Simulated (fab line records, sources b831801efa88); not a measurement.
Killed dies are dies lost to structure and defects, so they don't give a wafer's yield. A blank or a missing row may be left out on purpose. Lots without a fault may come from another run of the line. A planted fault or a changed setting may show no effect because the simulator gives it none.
One fault seen from 2 desks | flow gf180mcu | each desk has only its own numbers; what lay behind them comes last

THE TOOL OWNER'S DESK: implanter-03
The tool's own readings at GF_HV_LDD_IMPLANT_48: means of the sampled wafers that have a number, for each lot that ran on this tool. A lot is out of limits, marked OUT, if its mean lies more than 4 standard deviations from the usual mean; the brackets give that distance.
Columns: A = beam_energy_keV at GF_HV_LDD_IMPLANT_48, usual 24.999
lot  | first seen here | A
L192 | day 13 02:35    | 25.008
L193 | day 13 06:46    | 25.004
L195 | day 14 00:07    | 24.999
L196 | day 14 05:29    | 25.000
L199 | day 15 04:29    | 20.300 (-99 or more) OUT
L200 | day 15 15:12    | 20.302 (-99 or more) OUT
This desk's finding: out of limits on L199, L200; first on L199, day 15 04:29 (beam_energy_keV at GF_HV_LDD_IMPLANT_48). In limits: L192, L193, L195, L196.

THE METROLOGY DESK
What the gauges read, lot by lot, whatever tool the lot ran on: means of the sampled wafers that have a number. A lot is out of limits, marked OUT, if its mean lies more than 4 standard deviations from the usual mean; the brackets give that distance.
Columns: A = cd_nm at GF_POLY_GATE_CD_MEAS_18, usual 279.7 nm; B = HV_LDD_4_TW at GF_HV_LDD_TW_MEAS_50, usual 567
lot  | first seen here | A     | B
L192 | day 9 18:24     | 279.9 | 571
L193 | day 9 23:53     | 280.6 | 559
L195 | day 10 13:16    | 281.9 | 564
L196 | day 10 20:59    | 279.3 | 565
L198 | day 11 10:17    | 280.9 | 564
L199 | day 11 16:24    | 279.7 | 546 (-4.4) OUT
L200 | day 12 02:10    | 280.5 | 549
L202 | day 12 12:13    | 281.2 | 568
L210 | day 15 04:25    | 279.7 | 567
L211 | day 15 08:33    | 277.5 | 571
L212 | day 15 13:43    | 281.2 | 572
L214 | day 16 05:08    | 278.8 | 562
L215 | day 16 13:44    | 279.3 | 568
This desk's finding: out of limits on L199; first on L199, day 15 04:43 (HV_LDD_4_TW at GF_HV_LDD_TW_MEAS_50). In limits: L192, L193, L195, L196, L198, L200, L202, L210, L211, L212, L214, L215.

PUT TOGETHER
The tool owner's desk could have raised an alarm at day 15 04:29, on L199, L200.
The metrology desk could have raised an alarm at day 15 04:43, on L199.
The metrology desk has L200 on record, within its limits.
Of the lots named, all ran GF_HV_LDD_IMPLANT_48 on implanter-03.

WHAT THE SIMULATOR HAD PUT IN
Process parameter drift: implanter-03, from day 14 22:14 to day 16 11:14, at GF_HV_LDD_IMPLANT_48. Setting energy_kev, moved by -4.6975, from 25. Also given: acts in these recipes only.
Lots struck among those shown: L199, L200.
Hours from the fault's start to each desk's first reading out of limits: the tool owner's desk, 6; the metrology desk, 6.
